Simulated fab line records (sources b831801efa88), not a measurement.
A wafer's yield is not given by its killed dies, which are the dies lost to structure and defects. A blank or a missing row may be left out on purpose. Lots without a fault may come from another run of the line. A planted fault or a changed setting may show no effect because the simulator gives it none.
The same fault as seen by 2 desks    flow gf180mcu    each desk has only its own numbers; what lay behind them comes last

== METROLOGY DESK ==
What the gauges read for every lot (on any tool): the sampled wafers with a number, averaged. Marked OUT: a lot whose mean sits more than 4 standard deviations from the usual mean, which makes it out of limits; the brackets give that distance.
Columns: A = MVPSD_RS at GF_VT_IMPLANT_RS_MEAS_49, usual 1169 ohm/sq; B = V5_W_THK at GF_V5_THK_MEAS_25, usual 346 nm
lot   first seen here  A               B
L866  day 7 18:25      1165            351
L867  day 8 01:04      1167            353
L868  day 8 08:16      1172            345
L869  day 8 14:16      1168            346
L870  day 8 19:31      1170            340
L871  day 9 03:13      1162            349
L873  day 9 17:43      1167            346
L874  day 9 22:22      1169            343
L875  day 10 04:05     1172            337
L876  day 10 13:46     1167            339
L877  day 10 17:56     1168            351
L882  day 12 05:09     1226 (+19) OUT  346
L888  day 14 01:56     1166            352
Per this desk, out of limits: L882; the first was L882, day 12 05:09 (MVPSD_RS at GF_VT_IMPLANT_RS_MEAS_49). L866, L867, L868, L869, L870, L871, L873, L874, L875, L876, L877, L888 stayed within limits.

== AT THE TOOL OWNER'S DESK: implanter-03 ==
For each lot that ran on this tool, the mean over its sampled wafers that have a number, from the tool's own readings at GF_MVPSD_IMPLANT_09. Marked OUT: a lot whose mean sits more than 4 standard deviations from the usual mean, which makes it out of limits; the brackets give that distance.
Columns: A = beam-on-s at GF_MVPSD_IMPLANT_09, usual 10.04 s; B = faraday-current-uA at GF_MVPSD_IMPLANT_09, usual 28.1
lot   first seen here  A               B
L875  day 7 10:09      9.93            28.4
L877  day 7 21:49      9.89            28.5
L882  day 9 03:10      7.60 (-12) OUT  37.1 (+16) OUT
This desk's verdict: out of limits on L882, starting with L882 at day 9 03:10 (beam-on-s at GF_MVPSD_IMPLANT_09). L875, L877 stayed within limits.

== TAKEN TOGETHER ==
At day 9 03:10, on L882, the tool owner's desk was in a position to raise an alarm.
Metrology desk: alarm possible at day 12 05:09 on L882.
The lots listed all ran GF_MVPSD_IMPLANT_09 on implanter-03.

== WHAT THE SIMULATOR HAD PUT IN ==
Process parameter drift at GF_MVPSD_IMPLANT_09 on implanter-03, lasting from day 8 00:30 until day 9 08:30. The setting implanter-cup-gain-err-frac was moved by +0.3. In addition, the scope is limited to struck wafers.
Lots struck among those shown: L882.
Time in hours from fault onset to the first out-of-limits reading at each desk: tool owner's desk 27, metrology desk 101.
